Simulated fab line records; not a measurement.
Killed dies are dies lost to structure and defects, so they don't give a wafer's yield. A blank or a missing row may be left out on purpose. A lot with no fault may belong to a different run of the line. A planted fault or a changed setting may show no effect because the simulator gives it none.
Matching of chambers | flow sky130 | cmp-01 running SKY_CONTACT_CMP_27: 4 sister chambers
The step polishes, stops on SiO2, t overpolish 15 s, target thk 0 nm. 14 wafers are shown with their chamber, then 7 later ones without.

## WAFERS PAIRED WITH THEIR CHAMBERS
wafer  | chamber | motor_current_A (A) | time_to_endpoint_s (s) | slurry_flow_ml_min
L369.1 | 2       | 10.6                | 83                     | 150.2
L369.3 | 0       | 11.3                | 73                     | 149.3
L369.5 | 3       | 9.8                 | 81                     | 149.7
L373.2 | 3       | 10.6                | 84                     | 149.4
L373.3 | 2       | 10.1                | 82                     | 149.6
L373.6 | 2       | 10.4                | 81                     | 149.7
L378.1 | 0       | 11.6                | 75                     | 150.0
L378.2 | 2       | 10.7                | 79                     | 149.9
L378.3 | 3       | 10.6                | 83                     | 150.0
L379.3 | 2       | 10.1                | 85                     | 150.3
L379.4 | 0       | 11.5                | 78                     | 149.5
L379.6 | 1       | 11.2                | 78                     | 150.5
L390.1 | 2       | 10.2                | 78                     | 150.7
L390.2 | 3       | 10.5                | 84                     | 149.2

SIGNATURES (averages over the wafers above)
reading            | chamber 0 | chamber 1 | chamber 2 | chamber 3 | scatter within a chamber
motor_current_A    | 11.467    | 11.200    | 10.350    | 10.375    | 0.288
time_to_endpoint_s | 75.33     | 78.00     | 81.33     | 83.00     | 2.28
slurry_flow_ml_min | 149.600   | 150.500   | 150.067   | 149.575   | 0.385
Rule: for a wafer and a chamber, the distance is found by dividing, reading by reading, the gap between the wafer's reading and the chamber's mean by the reading's scatter, squaring, summing and taking the root. The wafer belongs to the nearest chamber; if the next one is less than 2 further off, it can't be placed. The scatter is the square root of a quotient: the sum, over the shown wafers, of each reading's squared deviation from its chamber's mean, divided by wafers minus chambers.

## WAFERS WITH NO CHAMBER GIVEN
wafer  | motor_current_A (A) | time_to_endpoint_s (s) | slurry_flow_ml_min
L390.6 | 11.4                | 75                     | 149.7
L391.2 | 10.1                | 80                     | 149.9
L391.5 | 10.4                | 84                     | 150.2
L391.6 | 10.2                | 81                     | 149.9
L392.1 | 11.6                | 78                     | 150.3
L392.4 | 10.8                | 86                     | 150.0
L392.5 | 10.1                | 84                     | 150.9

## EACH ONE'S CHAMBER
wafer  | from the rows above          | in truth
L390.6 | 0                            | 0
L391.2 | can't be placed: 2 or 3      | 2
L391.5 | can't be placed: 2 or 3      | 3
L391.6 | can't be placed: 2 or 3      | 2
L392.1 | can't be placed: 1 or 0      | 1
L392.4 | can't be placed: 3 or 2 or 1 | 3
L392.5 | can't be placed: 2 or 3      | 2
1 of 7 placed correctly. Cannot be placed on the basis of these rows: 6; the candidates contain the true chamber in 6. Placed wrongly: 0.
